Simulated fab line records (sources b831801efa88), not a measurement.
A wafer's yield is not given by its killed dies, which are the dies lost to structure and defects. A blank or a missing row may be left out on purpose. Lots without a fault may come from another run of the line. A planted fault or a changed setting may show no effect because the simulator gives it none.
fab line records / flow gf180mcu
record lots=13 wafers=39 lastDay=34
route steps=602 shown STI@1 VT_IMPLANT@94 HV_LDD@195
lots that met no fault: from a run of the same line without faults
startH: start of the lot's first displayed wafer, in hours after the record's first day / waitH: hours from the lot's prior step to this one / " as in the row above / L1.1+2: a single row standing in for several wafers / - no value, or no start was given / * or withheld: withheld / < > ~ a bound
route shown NAME@n: names a module that has steps shown in the file, with the first one's number in the route / usual: mean/standard deviation of fault-free wafers / same: alike in all rows / chamber/n: place in a boat / sites: per-site readings / _std_site: standard deviation across them / _edge_site: inner sites' mean taken away from outer sites' mean / radiusMm: for every site, how far away it sits from the centre of the wafer / mask NAME#n: copy n / behind: tool/chamber where the wafer was last shaped / hold: what put the lot on hold/how long, in hours/how the hold closed / device: names the non-switching transistor (n, p or np) / end of line: at the end of the route, the tests of the same wafers / a step with no rows: only its recipe / killed: at the first sort, the dies lost to defects and structure; wafer yield is something else / map: a wafer's dies, marking killed ones x, the rest . and places with no die _
set.NAME: the setting that was run; set.NAME@STEP: the one run at that earlier step / model.NAME: the simulator's own value behind a step, which no gauge read
one table for each step of the route and one row for each wafer, over a sample of lots
services: from which hour (startH, from the record's first day; less than 0 if before it) a tool's chamber was out of use, for how many hours, and why
## steps
# step GF_STI_BOW_MEAS_00
# recipe mode=bow
# usual INCOMING_BOW=0/6.9
lot.wafer=L725.2 tool=filmMetro-02 chamber=- startH=10.02 waitH=- INCOMING_BOW[um]=-2
lot.wafer=L725.3 tool=filmMetro-02 chamber=- startH=10.02 waitH=- INCOMING_BOW[um]=-7
lot.wafer=L725.5 tool=filmMetro-02 chamber=- startH=10.02 waitH=- INCOMING_BOW[um]=3
lot.wafer=L726.2 tool=filmMetro-01 chamber=- startH=15.02 waitH=- INCOMING_BOW[um]=15
lot.wafer=L726.3 tool=filmMetro-01 chamber=- startH=15.02 waitH=- INCOMING_BOW[um]=1
lot.wafer=L726.6 tool=filmMetro-01 chamber=- startH=15.02 waitH=- INCOMING_BOW[um]=4
lot.wafer=L727.1 tool=filmMetro-03 chamber=- startH=20.00 waitH=- INCOMING_BOW[um]=-5
lot.wafer=L727.4 tool=filmMetro-03 chamber=- startH=20.00 waitH=- INCOMING_BOW[um]=10
lot.wafer=L727.6 tool=filmMetro-03 chamber=- startH=20.00 waitH=- INCOMING_BOW[um]=13
lot.wafer=L728.1 tool=filmMetro-02 chamber=- startH=25.00 waitH=- INCOMING_BOW[um]=-5
lot.wafer=L728.2 tool=filmMetro-02 chamber=- startH=25.00 waitH=- INCOMING_BOW[um]=-16
lot.wafer=L728.6 tool=filmMetro-02 chamber=- startH=25.00 waitH=- INCOMING_BOW[um]=6
lot.wafer=L731.4 tool=filmMetro-01 chamber=- startH=40.06 waitH=- INCOMING_BOW[um]=12
lot.wafer=L731.5 tool=filmMetro-01 chamber=- startH=40.06 waitH=- INCOMING_BOW[um]=-9
lot.wafer=L731.6 tool=filmMetro-01 chamber=- startH=40.06 waitH=- INCOMING_BOW[um]=-3
lot.wafer=L735.4 tool=filmMetro-01 chamber=- startH=60.06 waitH=- INCOMING_BOW[um]=-8
lot.wafer=L735.5 tool=filmMetro-01 chamber=- startH=60.06 waitH=- INCOMING_BOW[um]=0
lot.wafer=L735.6 tool=filmMetro-01 chamber=- startH=60.06 waitH=- INCOMING_BOW[um]=4
lot.wafer=L737.1 tool=filmMetro-01 chamber=- startH=70.00 waitH=- INCOMING_BOW[um]=-5
lot.wafer=L737.5 tool=filmMetro-01 chamber=- startH=70.00 waitH=- INCOMING_BOW[um]=0
lot.wafer=L737.6 tool=filmMetro-01 chamber=- startH=70.00 waitH=- INCOMING_BOW[um]=-4
lot.wafer=L738.1 tool=filmMetro-01 chamber=- startH=75.00 waitH=- INCOMING_BOW[um]=-1
lot.wafer=L738.3 tool=filmMetro-01 chamber=- startH=75.00 waitH=- INCOMING_BOW[um]=3
lot.wafer=L738.5 tool=filmMetro-01 chamber=- startH=75.00 waitH=- INCOMING_BOW[um]=-11
lot.wafer=L740.4 tool=filmMetro-02 chamber=- startH=85.06 waitH=- INCOMING_BOW[um]=11
lot.wafer=L740.5 tool=filmMetro-02 chamber=- startH=85.06 waitH=- INCOMING_BOW[um]=-2
lot.wafer=L740.6 tool=filmMetro-02 chamber=- startH=85.06 waitH=- INCOMING_BOW[um]=7
lot.wafer=L742.1 tool=filmMetro-03 chamber=- startH=95.00 waitH=- INCOMING_BOW[um]=6
lot.wafer=L742.4 tool=filmMetro-03 chamber=- startH=95.00 waitH=- INCOMING_BOW[um]=-7
lot.wafer=L742.5 tool=filmMetro-03 chamber=- startH=95.00 waitH=- INCOMING_BOW[um]=-3
lot.wafer=L744.1 tool=filmMetro-01 chamber=- startH=105.00 waitH=- INCOMING_BOW[um]=7
lot.wafer=L744.3 tool=filmMetro-01 chamber=- startH=105.00 waitH=- INCOMING_BOW[um]=1
lot.wafer=L744.4 tool=filmMetro-01 chamber=- startH=105.00 waitH=- INCOMING_BOW[um]=9
lot.wafer=L746.1 tool=filmMetro-01 chamber=- startH=115.00 waitH=- INCOMING_BOW[um]=-4
lot.wafer=L746.5 tool=filmMetro-01 chamber=- startH=115.00 waitH=- INCOMING_BOW[um]=2
lot.wafer=L746.6 tool=filmMetro-01 chamber=- startH=115.00 waitH=- INCOMING_BOW[um]=12
lot.wafer=L748.2 tool=filmMetro-03 chamber=- startH=125.02 waitH=- INCOMING_BOW[um]=5
lot.wafer=L748.4 tool=filmMetro-03 chamber=- startH=125.02 waitH=- INCOMING_BOW[um]=9
lot.wafer=L748.5 tool=filmMetro-03 chamber=- startH=125.02 waitH=- INCOMING_BOW[um]=-4
# step GF_VT_IMPLANT_EXPOSE_04
# recipe maskId=LVPWELL_LV_AREA targetCdNm=600 na=0.6 sourceShape=conventional sigmaOuter=0.6 doseMj=140
lot.wafer=L725.2+3+5 tool=ilineStepper-02 chamber=0 startH=103.57 waitH=- mask=LVPWELL_LV_AREA#0
lot.wafer=L726.2+3+6 tool=ilineStepper-01 chamber=0 startH=108.83 waitH=- mask=LVPWELL_LV_AREA#0
lot.wafer=L727.1+4+6 tool=ilineStepper-01 chamber=0 startH=115.78 waitH=- mask=LVPWELL_LV_AREA#0
lot.wafer=L728.1+2+6 tool=ilineStepper-02 chamber=0 startH=122.50 waitH=- mask=MVSD#0
lot.wafer=L731.4+5+6 tool=ilineStepper-02 chamber=0 startH=138.77 waitH=- mask=LVPWELL_LV_AREA#0
lot.wafer=L735.4+5+6 tool=ilineStepper-01 chamber=0 startH=164.43 waitH=- mask=LVPWELL_LV_AREA#0
lot.wafer=L737.1+5+6 tool=ilineStepper-02 chamber=0 startH=175.93 waitH=- mask=LVPWELL_LV_AREA#0
lot.wafer=L738.1+3+5 tool=ilineStepper-02 chamber=0 startH=181.77 waitH=- mask=LVPWELL_LV_AREA#0
lot.wafer=L740.4+5+6 tool=ilineStepper-01 chamber=0 startH=195.33 waitH=- mask=LVPWELL_LV_AREA#0
lot.wafer=L742.1+4+5 tool=ilineStepper-01 chamber=0 startH=206.13 waitH=- mask=LVPWELL_LV_AREA#0
lot.wafer=L744.1+3+4 tool=ilineStepper-02 chamber=0 startH=219.67 waitH=- mask=LVPWELL_LV_AREA#0
lot.wafer=L746.1+5+6 tool=ilineStepper-02 chamber=0 startH=230.75 waitH=- mask=LVPWELL_LV_AREA#0
lot.wafer=L748.2+4+5 tool=ilineStepper-02 chamber=0 startH=242.02 waitH=- mask=LVPWELL_LV_AREA#0
# step GF_VT_IMPLANT_OVL_MEAS_07
# usual VT_IMPLANT_OVL=0.5/1.4
lot.wafer=L725.2 tool=overlay-02 chamber=- startH=109.93 waitH=0.1 VT_IMPLANT_OVL[nm]=-1.8
lot.wafer=L725.3 tool=overlay-02 chamber=- startH=109.93 waitH=0.1 VT_IMPLANT_OVL[nm]=-2.3
lot.wafer=L725.5 tool=overlay-02 chamber=- startH=109.93 waitH=0.1 VT_IMPLANT_OVL[nm]=-1.4
lot.wafer=L726.2 tool=overlay-02 chamber=- startH=116.44 waitH=0.1 VT_IMPLANT_OVL[nm]=0.2
lot.wafer=L726.3 tool=overlay-02 chamber=- startH=116.44 waitH=0.1 VT_IMPLANT_OVL[nm]=0.3
lot.wafer=L726.6 tool=overlay-02 chamber=- startH=116.44 waitH=0.1 VT_IMPLANT_OVL[nm]=0.3
lot.wafer=L727.1 tool=overlay-01 chamber=- startH=122.88 waitH=0.1 VT_IMPLANT_OVL[nm]=4.1
lot.wafer=L727.4 tool=overlay-01 chamber=- startH=122.88 waitH=0.1 VT_IMPLANT_OVL[nm]=2.9
lot.wafer=L727.6 tool=overlay-01 chamber=- startH=122.88 waitH=0.1 VT_IMPLANT_OVL[nm]=2.2
lot.wafer=L728.1 tool=overlay-01 chamber=- startH=129.73 waitH=0.1 VT_IMPLANT_OVL[nm]=-
lot.wafer=L728.2 tool=overlay-01 chamber=- startH=129.73 waitH=0.1 VT_IMPLANT_OVL[nm]=-
lot.wafer=L728.6 tool=overlay-01 chamber=- startH=129.73 waitH=0.1 VT_IMPLANT_OVL[nm]=-
lot.wafer=L731.4 tool=overlay-01 chamber=- startH=146.44 waitH=0.1 VT_IMPLANT_OVL[nm]=-1.2
lot.wafer=L731.5 tool=overlay-01 chamber=- startH=146.44 waitH=0.1 VT_IMPLANT_OVL[nm]=-0.5
lot.wafer=L731.6 tool=overlay-01 chamber=- startH=146.44 waitH=0.1 VT_IMPLANT_OVL[nm]=0.3
lot.wafer=L735.4 tool=overlay-02 chamber=- startH=171.99 waitH=0.1 VT_IMPLANT_OVL[nm]=-0.3
lot.wafer=L735.5 tool=overlay-02 chamber=- startH=171.99 waitH=0.1 VT_IMPLANT_OVL[nm]=0.3
lot.wafer=L735.6 tool=overlay-02 chamber=- startH=171.99 waitH=0.1 VT_IMPLANT_OVL[nm]=-1.6
lot.wafer=L737.1 tool=overlay-01 chamber=- startH=184.23 waitH=0.1 VT_IMPLANT_OVL[nm]=0.7
lot.wafer=L737.5 tool=overlay-01 chamber=- startH=184.23 waitH=0.1 VT_IMPLANT_OVL[nm]=3.3
lot.wafer=L737.6 tool=overlay-01 chamber=- startH=184.23 waitH=0.1 VT_IMPLANT_OVL[nm]=0.9
lot.wafer=L738.1 tool=overlay-01 chamber=- startH=190.33 waitH=0.1 VT_IMPLANT_OVL[nm]=-0.6
lot.wafer=L738.3 tool=overlay-01 chamber=- startH=190.33 waitH=0.1 VT_IMPLANT_OVL[nm]=2.2
lot.wafer=L738.5 tool=overlay-01 chamber=- startH=190.33 waitH=0.1 VT_IMPLANT_OVL[nm]=0.6
lot.wafer=L740.4 tool=overlay-01 chamber=- startH=203.35 waitH=0.1 VT_IMPLANT_OVL[nm]=0.8
lot.wafer=L740.5 tool=overlay-01 chamber=- startH=203.35 waitH=0.1 VT_IMPLANT_OVL[nm]=2.3
lot.wafer=L740.6 tool=overlay-01 chamber=- startH=203.35 waitH=0.1 VT_IMPLANT_OVL[nm]=3.3
lot.wafer=L742.1 tool=overlay-02 chamber=- startH=215.08 waitH=0.1 VT_IMPLANT_OVL[nm]=2.0
lot.wafer=L742.4 tool=overlay-02 chamber=- startH=215.08 waitH=0.1 VT_IMPLANT_OVL[nm]=1.3
lot.wafer=L742.5 tool=overlay-02 chamber=- startH=215.08 waitH=0.1 VT_IMPLANT_OVL[nm]=1.7
lot.wafer=L744.1 tool=overlay-02 chamber=- startH=228.32 waitH=0.1 VT_IMPLANT_OVL[nm]=2.2
lot.wafer=L744.3 tool=overlay-02 chamber=- startH=228.32 waitH=0.1 VT_IMPLANT_OVL[nm]=-1.7
lot.wafer=L744.4 tool=overlay-02 chamber=- startH=228.32 waitH=0.1 VT_IMPLANT_OVL[nm]=0.5
lot.wafer=L746.1 tool=overlay-01 chamber=- startH=239.68 waitH=0.1 VT_IMPLANT_OVL[nm]=-0.1
lot.wafer=L746.5 tool=overlay-01 chamber=- startH=239.68 waitH=0.1 VT_IMPLANT_OVL[nm]=1.3
lot.wafer=L746.6 tool=overlay-01 chamber=- startH=239.68 waitH=0.1 VT_IMPLANT_OVL[nm]=0.7
lot.wafer=L748.2 tool=overlay-02 chamber=- startH=251.29 waitH=0.1 VT_IMPLANT_OVL[nm]=-0.3
lot.wafer=L748.4 tool=overlay-02 chamber=- startH=251.29 waitH=0.1 VT_IMPLANT_OVL[nm]=1.3
lot.wafer=L748.5 tool=overlay-02 chamber=- startH=251.29 waitH=0.1 VT_IMPLANT_OVL[nm]=-1.0
# step GF_VT_IMPLANT_TW_MEAS_10
# usual VT_IMPLANT_TW=555/6.7
lot.wafer=L725.2 tool=filmMetro-04 chamber=- startH=110.22 waitH=0.1 VT_IMPLANT_TW=549
lot.wafer=L725.3 tool=filmMetro-04 chamber=- startH=110.22 waitH=0.1 VT_IMPLANT_TW=552
lot.wafer=L725.5 tool=filmMetro-04 chamber=- startH=110.22 waitH=0.1 VT_IMPLANT_TW=549
lot.wafer=L726.2 tool=filmMetro-04 chamber=- startH=116.73 waitH=0.1 VT_IMPLANT_TW=554
lot.wafer=L726.3 tool=filmMetro-04 chamber=- startH=116.73 waitH=0.1 VT_IMPLANT_TW=557
lot.wafer=L726.6 tool=filmMetro-04 chamber=- startH=116.73 waitH=0.1 VT_IMPLANT_TW=551
lot.wafer=L727.1 tool=filmMetro-03 chamber=- startH=123.17 waitH=0.1 VT_IMPLANT_TW=568
lot.wafer=L727.4 tool=filmMetro-03 chamber=- startH=123.17 waitH=0.1 VT_IMPLANT_TW=563
lot.wafer=L727.6 tool=filmMetro-03 chamber=- startH=123.17 waitH=0.1 VT_IMPLANT_TW=567
lot.wafer=L728.1 tool=filmMetro-04 chamber=- startH=130.02 waitH=0.1 VT_IMPLANT_TW=29
lot.wafer=L728.2 tool=filmMetro-04 chamber=- startH=130.02 waitH=0.1 VT_IMPLANT_TW=29
lot.wafer=L728.6 tool=filmMetro-04 chamber=- startH=130.02 waitH=0.1 VT_IMPLANT_TW=29
lot.wafer=L731.4 tool=filmMetro-04 chamber=- startH=146.74 waitH=0.1 VT_IMPLANT_TW=553
lot.wafer=L731.5 tool=filmMetro-04 chamber=- startH=146.74 waitH=0.1 VT_IMPLANT_TW=548
lot.wafer=L731.6 tool=filmMetro-04 chamber=- startH=146.74 waitH=0.1 VT_IMPLANT_TW=549
lot.wafer=L735.4 tool=filmMetro-04 chamber=- startH=172.29 waitH=0.1 VT_IMPLANT_TW=548
lot.wafer=L735.5 tool=filmMetro-04 chamber=- startH=172.29 waitH=0.1 VT_IMPLANT_TW=550
lot.wafer=L735.6 tool=filmMetro-04 chamber=- startH=172.29 waitH=0.1 VT_IMPLANT_TW=549
lot.wafer=L737.1 tool=filmMetro-04 chamber=- startH=184.52 waitH=0.1 VT_IMPLANT_TW=552
lot.wafer=L737.5 tool=filmMetro-04 chamber=- startH=184.52 waitH=0.1 VT_IMPLANT_TW=552
lot.wafer=L737.6 tool=filmMetro-04 chamber=- startH=184.52 waitH=0.1 VT_IMPLANT_TW=551
lot.wafer=L738.1 tool=filmMetro-03 chamber=- startH=190.64 waitH=0.1 VT_IMPLANT_TW=568
lot.wafer=L738.3 tool=filmMetro-03 chamber=- startH=190.64 waitH=0.1 VT_IMPLANT_TW=566
lot.wafer=L738.5 tool=filmMetro-03 chamber=- startH=190.64 waitH=0.1 VT_IMPLANT_TW=564
lot.wafer=L740.4 tool=filmMetro-01 chamber=- startH=203.65 waitH=0.1 VT_IMPLANT_TW=550
lot.wafer=L740.5 tool=filmMetro-01 chamber=- startH=203.65 waitH=0.1 VT_IMPLANT_TW=550
lot.wafer=L740.6 tool=filmMetro-01 chamber=- startH=203.65 waitH=0.1 VT_IMPLANT_TW=550
lot.wafer=L742.1 tool=filmMetro-04 chamber=- startH=215.37 waitH=0.1 VT_IMPLANT_TW=552
lot.wafer=L742.4 tool=filmMetro-04 chamber=- startH=215.37 waitH=0.1 VT_IMPLANT_TW=554
lot.wafer=L742.5 tool=filmMetro-04 chamber=- startH=215.37 waitH=0.1 VT_IMPLANT_TW=556
lot.wafer=L744.1 tool=filmMetro-01 chamber=- startH=228.61 waitH=0.1 VT_IMPLANT_TW=554
lot.wafer=L744.3 tool=filmMetro-01 chamber=- startH=228.61 waitH=0.1 VT_IMPLANT_TW=551
lot.wafer=L744.4 tool=filmMetro-01 chamber=- startH=228.61 waitH=0.1 VT_IMPLANT_TW=552
lot.wafer=L746.1 tool=filmMetro-04 chamber=- startH=239.97 waitH=0.1 VT_IMPLANT_TW=557
lot.wafer=L746.5 tool=filmMetro-04 chamber=- startH=239.97 waitH=0.1 VT_IMPLANT_TW=553
lot.wafer=L746.6 tool=filmMetro-04 chamber=- startH=239.97 waitH=0.1 VT_IMPLANT_TW=554
lot.wafer=L748.2 tool=filmMetro-04 chamber=- startH=251.58 waitH=0.1 VT_IMPLANT_TW=551
lot.wafer=L748.4 tool=filmMetro-04 chamber=- startH=251.58 waitH=0.1 VT_IMPLANT_TW=551
lot.wafer=L748.5 tool=filmMetro-04 chamber=- startH=251.58 waitH=0.1 VT_IMPLANT_TW=552
# step GF_HV_LDD_CD_MEAS_19
# recipe targetCdNm=400
# usual cdNm=400.3/2.2
lot.wafer=L725.2 tool=cdSem-02 chamber=- startH=234.80 waitH=0.1 cdNm=402.3
lot.wafer=L725.3 tool=cdSem-02 chamber=- startH=234.80 waitH=0.1 cdNm=403.4
lot.wafer=L725.5 tool=cdSem-02 chamber=- startH=234.80 waitH=0.1 cdNm=402.0
lot.wafer=L726.2 tool=cdSem-02 chamber=- startH=239.90 waitH=0.1 cdNm=401.2
lot.wafer=L726.3 tool=cdSem-02 chamber=- startH=239.90 waitH=0.1 cdNm=399.1
lot.wafer=L726.6 tool=cdSem-02 chamber=- startH=239.90 waitH=0.1 cdNm=399.0
lot.wafer=L727.1 tool=cdSem-02 chamber=- startH=250.73 waitH=0.1 cdNm=399.1
lot.wafer=L727.4 tool=cdSem-02 chamber=- startH=250.73 waitH=0.1 cdNm=398.4
lot.wafer=L727.6 tool=cdSem-02 chamber=- startH=250.73 waitH=0.1 cdNm=403.1
lot.wafer=L731.4 tool=cdSem-01 chamber=- startH=274.04 waitH=0.1 cdNm=403.8
lot.wafer=L731.5 tool=cdSem-01 chamber=- startH=274.04 waitH=0.1 cdNm=402.7
lot.wafer=L731.6 tool=cdSem-01 chamber=- startH=274.04 waitH=0.1 cdNm=401.6
lot.wafer=L735.4 tool=cdSem-01 chamber=- startH=312.09 waitH=0.1 cdNm=399.2
lot.wafer=L735.5 tool=cdSem-01 chamber=- startH=312.09 waitH=0.1 cdNm=400.6
lot.wafer=L735.6 tool=cdSem-01 chamber=- startH=312.09 waitH=0.1 cdNm=401.7
lot.wafer=L737.1 tool=cdSem-01 chamber=- startH=325.33 waitH=0.1 cdNm=396.1
lot.wafer=L737.5 tool=cdSem-01 chamber=- startH=325.33 waitH=0.1 cdNm=395.7
lot.wafer=L737.6 tool=cdSem-01 chamber=- startH=325.33 waitH=0.1 cdNm=395.3
lot.wafer=L738.1 tool=cdSem-01 chamber=- startH=333.77 waitH=0.1 cdNm=400.2
lot.wafer=L738.3 tool=cdSem-01 chamber=- startH=333.77 waitH=0.1 cdNm=401.6
lot.wafer=L738.5 tool=cdSem-01 chamber=- startH=333.77 waitH=0.1 cdNm=400.7
lot.wafer=L740.4 tool=cdSem-02 chamber=- startH=346.38 waitH=0.1 cdNm=401.1
lot.wafer=L740.5 tool=cdSem-02 chamber=- startH=346.38 waitH=0.1 cdNm=403.0
lot.wafer=L740.6 tool=cdSem-02 chamber=- startH=346.38 waitH=0.1 cdNm=402.5
lot.wafer=L742.1 tool=cdSem-02 chamber=- startH=362.52 waitH=0.1 cdNm=400.8
lot.wafer=L742.4 tool=cdSem-02 chamber=- startH=362.52 waitH=0.1 cdNm=400.4
lot.wafer=L742.5 tool=cdSem-02 chamber=- startH=362.52 waitH=0.1 cdNm=400.6
lot.wafer=L744.1 tool=cdSem-02 chamber=- startH=378.83 waitH=0.1 cdNm=399.6
lot.wafer=L744.3 tool=cdSem-02 chamber=- startH=378.83 waitH=0.1 cdNm=402.4
lot.wafer=L744.4 tool=cdSem-02 chamber=- startH=378.83 waitH=0.1 cdNm=397.4
lot.wafer=L746.1 tool=cdSem-02 chamber=- startH=391.22 waitH=0.1 cdNm=401.8
lot.wafer=L746.5 tool=cdSem-02 chamber=- startH=391.22 waitH=0.1 cdNm=399.5
lot.wafer=L746.6 tool=cdSem-02 chamber=- startH=391.22 waitH=0.1 cdNm=402.0
lot.wafer=L748.2 tool=cdSem-02 chamber=- startH=409.75 waitH=0.1 cdNm=397.4
lot.wafer=L748.4 tool=cdSem-02 chamber=- startH=409.75 waitH=0.1 cdNm=398.0
lot.wafer=L748.5 tool=cdSem-02 chamber=- startH=409.75 waitH=0.1 cdNm=399.6
## services
tool=ilineStepper-01 chamber=- startH=105.79 hours=1.7 kind=pm
tool=ilineStepper-02 chamber=0 startH=130.90 hours=- kind=calibration
tool=ilineStepper-02 chamber=- startH=163.34 hours=1.7 kind=pm
tool=ilineStepper-01 chamber=0 startH=220.85 hours=- kind=calibration
## key
firstSign step=GF_VT_IMPLANT_EXPOSE_04 reading=mask direction=changed
effect step=GF_VT_IMPLANT_OVL_MEAS_07 reading=VT_IMPLANT_OVL direction=missing
effect step=GF_VT_IMPLANT_TW_MEAS_10 reading=VT_IMPLANT_TW direction=down sigmas=79 usual=555 struck=29
metAt GF_VT_IMPLANT_EXPOSE_04
struckLots L728
rowsEnd L728.1,L728.2,L728.6
notActingAt GF_STI_BOW_MEAS_00,GF_HV_LDD_CD_MEAS_19
onsetBetween 103.57 122.50
fault kind=wrongMask tool=any chamber=- onsetH=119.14 steps=GF_VT_IMPLANT_EXPOSE_04 auxCopy=MVSD#0 scope=struckLotsOnly
# rowsEnd: these wafers met a further fault down the route, and their rows from its step on are left out
